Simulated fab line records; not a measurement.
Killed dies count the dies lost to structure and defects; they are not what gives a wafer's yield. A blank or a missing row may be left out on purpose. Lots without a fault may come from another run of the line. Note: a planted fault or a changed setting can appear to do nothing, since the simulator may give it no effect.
Which tool was responsible? + flow sky130 + Sampling: 11 lots, 31 wafers, 7 of 708 route steps

WHAT EACH GAUGE READ, for each wafer
SKY_LI_CONTACT_RS_MEAS_22: the measuring method here is four-point-probe. Usual: LI_CONTACT_W_RS typically reads 0.282 ohm/sq, with standard deviation 0.0035.
| lot  | measured     | on            | LI_CONTACT_W_RS (ohm/sq) | flag |
|------|--------------|---------------|--------------------------|------|
| L956 | day 30 23:58 | film-metro-02 | 0.282 0.285 0.282        |      |
| L957 | day 31 18:40 | film-metro-01 | 0.279 0.283 0.276        |      |
| L960 | day 32 04:40 | film-metro-01 | 0.283 0.279 0.283        |      |
| L962 | day 33 02:25 | film-metro-01 | 0.286 0.288 0.288        |      |
| L963 | day 33 07:49 | film-metro-01 | 0.285 0.284 0.283        |      |
| L964 | day 33 17:00 | film-metro-04 | 0.282 0.283 0.283        |      |
| L965 | day 34 10:26 | film-metro-04 | 0.281                    |      |
| L967 | day 34 13:10 | film-metro-02 | 0.283 0.285 0.283        |      |
| L970 | day 35 06:57 | film-metro-04 | 0.287 0.285 0.278        |      |
| L973 | day 36 09:43 | film-metro-02 | 0.282 0.280 0.280        |      |
| L974 | day 36 16:36 | film-metro-02 | 0.281 0.284 0.286        |      |

SKY_CONTACT_RS_MEAS_25: the measuring method here is four-point-probe. Usual: CONTACT_W_RS typically reads 0.341 ohm/sq, with standard deviation 0.0041.
| lot  | measured     | on            | CONTACT_W_RS (ohm/sq) | flag |
|------|--------------|---------------|-----------------------|------|
| L956 | day 33 10:55 | film-metro-04 | 0.344 0.340 0.344     |      |
| L957 | day 34 04:37 | film-metro-04 | 0.336 0.336 0.334     |      |
| L960 | day 34 15:18 | film-metro-04 | 0.344 0.341 0.339     |      |
| L962 | day 35 13:27 | film-metro-04 | 0.347 0.339 0.342     |      |
| L963 | day 35 17:20 | film-metro-01 | 0.349 0.352 0.352     |      |
| L964 | day 36 02:26 | film-metro-01 | 0.328 0.332 0.335     |      |
| L965 | day 36 19:50 | film-metro-01 | 0.480                 | OFF  |
| L967 | day 36 22:10 | film-metro-04 | 0.345 0.479 0.346     | OFF  |
| L970 | day 37 15:47 | film-metro-04 | 0.345 0.338 0.341     |      |
| L973 | day 38 18:07 | film-metro-03 | 0.345 0.343 0.342     |      |
| L974 | day 38 23:28 | film-metro-03 | 0.340 0.342 0.341     |      |

SKY_CONTACT_THK_MEAS_26: measures by xrf. Usual: CONTACT_W_THK typically reads 345 nm, with standard deviation 5.6.
| lot  | measured     | on            | CONTACT_W_THK (nm) | flag |
|------|--------------|---------------|--------------------|------|
| L956 | day 33 11:00 | film-metro-04 | 348 353 349        |      |
| L957 | day 34 04:44 | film-metro-04 | 355 355 357        |      |
| L960 | day 34 15:25 | film-metro-04 | 345 347 354        |      |
| L962 | day 35 13:34 | film-metro-04 | 343 352 351        |      |
| L963 | day 35 17:28 | film-metro-01 | 331 331 331        |      |
| L964 | day 36 02:33 | film-metro-01 | 354 349 348        |      |
| L965 | day 36 19:56 | film-metro-01 | 243                | OFF  |
| L967 | day 36 22:16 | film-metro-04 | 344 247 344        | OFF  |
| L970 | day 37 15:54 | film-metro-04 | 347 356 349        |      |
| L973 | day 38 18:14 | film-metro-03 | 339 337 339        |      |
| L974 | day 38 23:35 | film-metro-03 | 340 340 340        |      |

SKY_METAL1_CD_MEAS_15 targets a cd of 140 nm. Usual: 140.4 nm for cd-nm, sd 1.6.
| lot  | measured     | on        | cd-nm (nm)        | flag |
|------|--------------|-----------|-------------------|------|
| L956 | day 34 14:59 | cd-sem-01 | 142.1 141.4 142.7 |      |
| L957 | day 35 08:13 | cd-sem-01 | 140.1 141.1 142.3 |      |
| L960 | day 35 18:17 | cd-sem-01 | 138.8 140.1 141.5 |      |
| L962 | day 36 16:55 | cd-sem-02 | 139.0 139.3 139.7 |      |
| L963 | day 36 21:04 | cd-sem-01 | 139.8 142.1 142.1 |      |
| L964 | day 37 05:41 | cd-sem-01 | 140.5 140.1 141.4 |      |
| L965 | day 37 23:55 | cd-sem-01 | 141.6             |      |
| L967 | day 38 01:25 | cd-sem-01 | 141.0 138.9 140.1 |      |
| L970 | day 38 18:53 | cd-sem-01 | 139.7 138.3 139.5 |      |
| L973 | day 39 20:27 | cd-sem-02 | 141.7 140.7 140.0 |      |
| L974 | day 40 00:52 | cd-sem-01 | 140.2 141.2 141.5 |      |

WHICH TOOL RAN EACH LOT (tool, then ch and the chambers of the sampled wafers, then the start)
| lot  | SKY_LOCAL_INTERCONNECT_STRIP_15      | SKY_CONTACT_CVD_24            | SKY_CONTACT_CMP_27            |
|------|--------------------------------------|-------------------------------|-------------------------------|
| L956 | plasma-asher-02 ch 0,1, day 32 04:45 | cvd-w-02 ch 0,1, day 33 10:47 | cmp-01 ch 0,3, day 33 11:05   |
| L957 | plasma-asher-01 ch 0, day 32 22:15   | cvd-w-02 ch 0, day 34 04:30   | cmp-02 ch 0,1, day 34 04:47   |
| L960 | plasma-asher-01 ch 0,1, day 33 09:02 | cvd-w-01 ch 0,1, day 34 15:11 | cmp-02 ch 0,1,3, day 34 15:29 |
| L962 | plasma-asher-04 ch 0,1, day 34 08:23 | cvd-w-02 ch 0,1, day 35 13:19 | cmp-01 ch 0,1,2, day 35 13:40 |
| L963 | plasma-asher-04 ch 0,1, day 34 12:21 | cvd-w-02 ch 1, day 35 17:14   | cmp-01 ch 0,2,3, day 35 17:31 |
| L964 | plasma-asher-01 ch 0,1, day 34 20:48 | cvd-w-01 ch 1, day 36 02:13   | cmp-02 ch 2,3, day 36 02:37   |
| L965 | plasma-asher-02 ch 1, day 35 14:16   | cvd-w-02 ch 0, day 36 19:43   | cmp-02 ch 1, day 36 20:08     |
| L967 | plasma-asher-02 ch 0,1, day 35 16:56 | cvd-w-02 ch 0,1, day 36 22:04 | cmp-01 ch 1,2, day 36 22:19   |
| L970 | plasma-asher-04 ch 1, day 36 10:36   | cvd-w-01 ch 0,1, day 37 15:40 | cmp-01 ch 1,2, day 37 16:01   |
| L973 | plasma-asher-04 ch 0,1, day 37 13:31 | cvd-w-01 ch 0,1, day 38 17:59 | cmp-02 ch 0,1,2, day 38 18:17 |
| L974 | plasma-asher-01 ch 0,1, day 37 19:09 | cvd-w-01 ch 0,1, day 38 23:22 | cmp-02 ch 1,3, day 38 23:39   |
- SKY_LOCAL_INTERCONNECT_STRIP_15: strips in O2/N2.
- SKY_CONTACT_CVD_24: deposits W, target thk 340 nm, time 102.12 s.
- SKY_CONTACT_CMP_27: polishes, stops on SiO2, t overpolish 15 s, target thk 0 nm.

WHAT THE TOOLS THEMSELVES READ (means of the sampled wafers that have a number; where no wafer has one, the mark that the record gives instead)
SKY_LOCAL_INTERCONNECT_STRIP_15. Usual: chamber-pressure-mTorr 1499.9 mTorr, standard deviation 1.5; drypump-motor-current-A 5.9 A, standard deviation 0.5; oes-product-au 0.427 a.u., standard deviation 0.0053; strip-time-to-endpoint-s 4.730 s, standard deviation 0.026.
| lot  | tool            | chamber-pressure-mTorr (mTorr) | drypump-motor-current-A (A) | oes-product-au (a.u.) | strip-time-to-endpoint-s (s) | flag |
|------|-----------------|--------------------------------|-----------------------------|-----------------------|------------------------------|------|
| L956 | plasma-asher-02 | 1499.1                         | 5.2                         | 0.421                 | 4.708                        |      |
| L957 | plasma-asher-01 | 1499.1                         | 5.3                         | 0.427                 | 4.721                        |      |
| L960 | plasma-asher-01 | 1498.8                         | 6.0                         | 0.427                 | 4.697                        |      |
| L962 | plasma-asher-04 | 1498.5                         | 6.2                         | 0.425                 | 4.718                        |      |
| L963 | plasma-asher-04 | 1500.0                         | 6.3                         | 0.423                 | 4.741                        |      |
| L964 | plasma-asher-01 | 1500.0                         | 6.0                         | 0.423                 | 4.752                        |      |
| L965 | plasma-asher-02 | 1498.2                         | 5.2                         | 0.419                 | 4.735                        |      |
| L967 | plasma-asher-02 | 1499.2                         | 5.2                         | 0.426                 | 4.729                        |      |
| L970 | plasma-asher-04 | 1499.7                         | 6.1                         | 0.429                 | 4.709                        |      |
| L973 | plasma-asher-04 | 1499.4                         | 6.3                         | 0.422                 | 4.700                        |      |
| L974 | plasma-asher-01 | 1500.0                         | 5.7                         | 0.421                 | 4.727                        |      |

SKY_CONTACT_CVD_24. Usual: heater-power-w 848 W, standard deviation 82; susceptor-temp-C 399.94 C, standard deviation 0.24.
| lot  | tool     | heater-power-w (W) | susceptor-temp-C (C) | flag |
|------|----------|--------------------|----------------------|------|
| L956 | cvd-w-02 | 784                | 400.23               |      |
| L957 | cvd-w-02 | 875                | 399.91               |      |
| L960 | cvd-w-01 | 917                | 400.08               |      |
| L962 | cvd-w-02 | 824                | 399.94               |      |
| L963 | cvd-w-02 | 760                | 400.06               |      |
| L964 | cvd-w-01 | 790                | 399.63               |      |
| L965 | cvd-w-02 | 889                | 399.96               |      |
| L967 | cvd-w-02 | 799                | 399.99               |      |
| L970 | cvd-w-01 | 855                | 399.89               |      |
| L973 | cvd-w-01 | 924                | 399.60               |      |
| L974 | cvd-w-01 | 856                | 399.94               |      |

SKY_CONTACT_CMP_27. Usual: head-pressure-psi 3.500 psi, standard deviation 0.0082; motor-current-A 10.9 A, standard deviation 1.2; time-to-endpoint-s 82 s, standard deviation 4.4.
| lot  | tool   | head-pressure-psi (psi) | motor-current-A (A) | time-to-endpoint-s (s) | flag |
|------|--------|-------------------------|---------------------|------------------------|------|
| L956 | cmp-01 | 3.495                   | 12.4                | 84                     |      |
| L957 | cmp-02 | 3.505                   | 10.3                | 79                     |      |
| L960 | cmp-02 | 3.497                   | 10.3                | 80                     |      |
| L962 | cmp-01 | 3.504                   | 11.3                | 78                     |      |
| L963 | cmp-01 | 3.506                   | 11.6                | 79                     |      |
| L964 | cmp-02 | 3.493                   | 11.0                | 85                     |      |
| L965 | cmp-02 | 3.478                   | 11.2                | 51                     | OFF  |
| L967 | cmp-01 | 3.492                   | 10.6                | 72                     |      |
| L970 | cmp-01 | 3.500                   | 10.8                | 81                     |      |
| L973 | cmp-02 | 3.499                   | 10.4                | 83                     |      |
| L974 | cmp-02 | 3.508                   | 11.0                | 82                     |      |

THE ANSWER, worked out from the rows above alone
Rule: lot off if the mean of its wafers having a number is beyond 3 standard deviations from the usual mean. Also off: a lot with no number at a reading for which 4 or more lots have one. All remaining lots with rows at the step are treated as sound. First the gauges in route order, then the tools' own readings, where a lot's mean is used as printed above. The first step at which some lot is off is used, and at that step the reading that is off furthest; a lot without a number counts as furthest.
Off: L965, L967, at SKY_CONTACT_RS_MEAS_25 (CONTACT_W_RS).
A tool fits if, at a process step before that reading, it ran every lot that is off, and no sound lot after the first of them. Those tools and the gauges at SKY_CONTACT_RS_MEAS_25 are tried in the same way. Can't be told from this: 2 tools fit, plasma-asher-02 at SKY_LOCAL_INTERCONNECT_STRIP_15, cvd-w-02 at SKY_CONTACT_CVD_24.

WHAT WAS PUT IN BY THE SIMULATOR
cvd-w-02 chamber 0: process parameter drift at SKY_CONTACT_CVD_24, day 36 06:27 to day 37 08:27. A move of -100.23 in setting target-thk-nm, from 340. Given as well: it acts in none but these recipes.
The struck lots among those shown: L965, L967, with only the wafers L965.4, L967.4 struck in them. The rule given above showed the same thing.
